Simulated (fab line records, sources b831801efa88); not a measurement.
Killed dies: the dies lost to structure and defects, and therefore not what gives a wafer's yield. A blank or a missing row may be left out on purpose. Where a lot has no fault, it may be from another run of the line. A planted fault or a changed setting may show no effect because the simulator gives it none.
Which tool is to blame? :: flow gf180mcu :: route of 602 steps, sampled at 1 step: 12 lots, 36 wafers

## WHAT THE GAUGES SHOWED, per wafer
GF_M3_OVL_MEAS_15.
lot: L075
measured: day 21 19:39
on: overlay-02
M3_OVL (nm): 5 13 13

lot: L077
measured: day 22 18:21
on: overlay-02
M3_OVL (nm): 7 1 6

lot: L078
measured: day 23 09:22
on: overlay-01
M3_OVL (nm): 1 -4 3

lot: L081
measured: day 23 23:57
on: overlay-01
M3_OVL (nm): -6 -4 -3

lot: L083
measured: day 24 12:49
on: overlay-02
M3_OVL (nm): 9 2 13

lot: L085
measured: day 25 10:37
on: overlay-02
M3_OVL (nm): 2 4 1

lot: L087
measured: day 26 01:01
on: overlay-01
M3_OVL (nm): 3 4 -2

lot: L089
measured: day 26 13:31
on: overlay-01
M3_OVL (nm): 4 5 10

lot: L091
measured: day 27 09:17
on: overlay-01
M3_OVL (nm): 4 4 -5

lot: L093
measured: day 27 19:26
on: overlay-02
M3_OVL (nm): -2 -8 0

lot: L095
measured: day 28 09:10
on: overlay-01
M3_OVL (nm): -3 7 -2

lot: L097
measured: day 29 01:36
on: overlay-01
M3_OVL (nm): 12 21 9

## EACH LOT AND THE TOOL THAT RAN IT (in order: tool; ch and the chambers of the sampled wafers; start)
The record holds no process step before these readings.

## THE ANSWER, worked out from the rows above alone
Rule: the lots themselves supply what counts as usual. The widest of any qualifying gaps counts: lots, ordered by their means at a reading, are off when they make up no more than a third of the lots, leave a main group of 4 or more, and stand apart from it by 3 or more times the standard deviation of that group's means. The tables above print the reading to a certain number of digits; a main group whose means all agree to those digits is not used. Also off: a lot with no number at a reading for which 4 or more lots have one. The other lots that the step has rows for count as sound.
No lot is off at any reading shown: from this, nothing can be told.

## WHAT THE SIMULATOR HAD PUT IN
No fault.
